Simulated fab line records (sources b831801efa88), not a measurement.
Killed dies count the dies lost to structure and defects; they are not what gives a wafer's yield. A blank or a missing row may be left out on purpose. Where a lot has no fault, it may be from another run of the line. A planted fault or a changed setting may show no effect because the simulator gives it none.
Problem report, 8D (eight disciplines) form, completed by code || flow gf180mcu || the parts of the form that need people (team, actions taken, sign-off) are left out

== 1. WHAT WENT WRONG ==
Mean HV_LDD_2_TW at GF_HV_LDD_TW_MEAS_23: 939 over 6 wafers in 2 lots; fault-free wafers: 1056, standard deviation 7.1. That is -17 standard deviations from the usual mean.
The first sign was on wafer L879.1 at day 16 17:07, on film metro-03. The record holds 42 wafers of 14 lots with a number at this step. The rule behind "out" and "out of limits": a value lying over 4 standard deviations away from the usual mean. The other wafers with a number count as sound.

== 2. WHAT IT IS, AND WHAT IT ISN'T ==
{"question": "which readings at this step", "is": "HV_LDD_2_TW", "is not": "-"}
{"question": "which lots", "is": "L879, L880", "is not": "L860, L864, L865, L868, L869, L870, L871, L872, L875, L878, L881, L883"}
{"question": "which wafers of those lots", "is": "all that have a number", "is not": "-"}
{"question": "read on which gauges", "is": "film metro-01, film metro-03", "is not": "film metro-02"}
{"question": "when", "is": "from day 16 17:07", "is not": "up to then (30 sound wafers); but 6 sound wafers of L881, L883 came after"}

== 3. WHAT RULES OUT EACH SUSPECT ==
Counting: a tool at a process step up to the reading stays a suspect if it ran every lot that is out and no sound lot after the first of them.
- the gauge at GF_HV_LDD_TW_MEAS_23: ruled out. The wafers that are out were read on 2 gauges (film metro-01, film metro-03).
- implanter-01 at GF_HV_LDD_IMPLANT_21: kept. It processed each lot that is out, first L879 at day 16 16:52, and no sound lot thereafter; up to then, the last sound lot it processed was L875 at day 15 14:46. Out on those wafers are its own readings of beam energy keV.
The count leaves implanter-01 at GF_HV_LDD_IMPLANT_21.

== 4. THE CAUSE (what the simulator had put in) ==
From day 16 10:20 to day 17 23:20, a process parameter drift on implanter-01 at GF_HV_LDD_IMPLANT_21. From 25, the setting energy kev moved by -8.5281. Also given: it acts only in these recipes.
This tool alone remained once counting was done.

== 5. SEQUENCE OF EFFECTS, ordered by route ==
Each row: a reading whose mean over the struck wafers that have a number lies more than 3 standard deviations from the usual. Readings are gone through only where the record gives a usual standard deviation; hours: the median, over the lots, of the time from a lot's start at the first step in this table giving one to that lot's start at this step; sigmas: the change measured in usual standard deviations.
{"hours": 0, "step": "GF_HV_LDD_IMPLANT_21", "reading": "beam energy keV", "usual": 25.001, "on struck wafers": 16.477, "change": -8.524, "sigmas": "-99 or more"}
{"hours": 0, "step": "GF_HV_LDD_TW_MEAS_23", "reading": "HV_LDD_2_TW", "usual": 1056, "on struck wafers": 939, "change": -117, "sigmas": -17}
Process steps it contains:
- GF_HV_LDD_IMPLANT_21
Later steps that measure or inspect, where all struck wafers having a row at the step show a number for every such reading and not one has moved that far: GF_HV_LDD_CD_MEAS_31, GF_HV_LDD_OVL_MEAS_32.

== 6. WHAT WOULD HAVE CAUGHT IT SOONER ==
In this record the first reading out of limits at a measuring or inspecting step was taken at day 16 17:07, 7 hours after the fault began at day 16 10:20.
The tool's own readings at GF_HV_LDD_IMPLANT_21 were out on every struck wafer that the step has a row for (beam energy keV): an alarm limit on them would have fired on the first of those.
Among the 2 lots that are out, L880 began GF_HV_LDD_IMPLANT_21 on implanter-01 after day 16 17:07. A tool hold placed at that time would have kept it from harm.
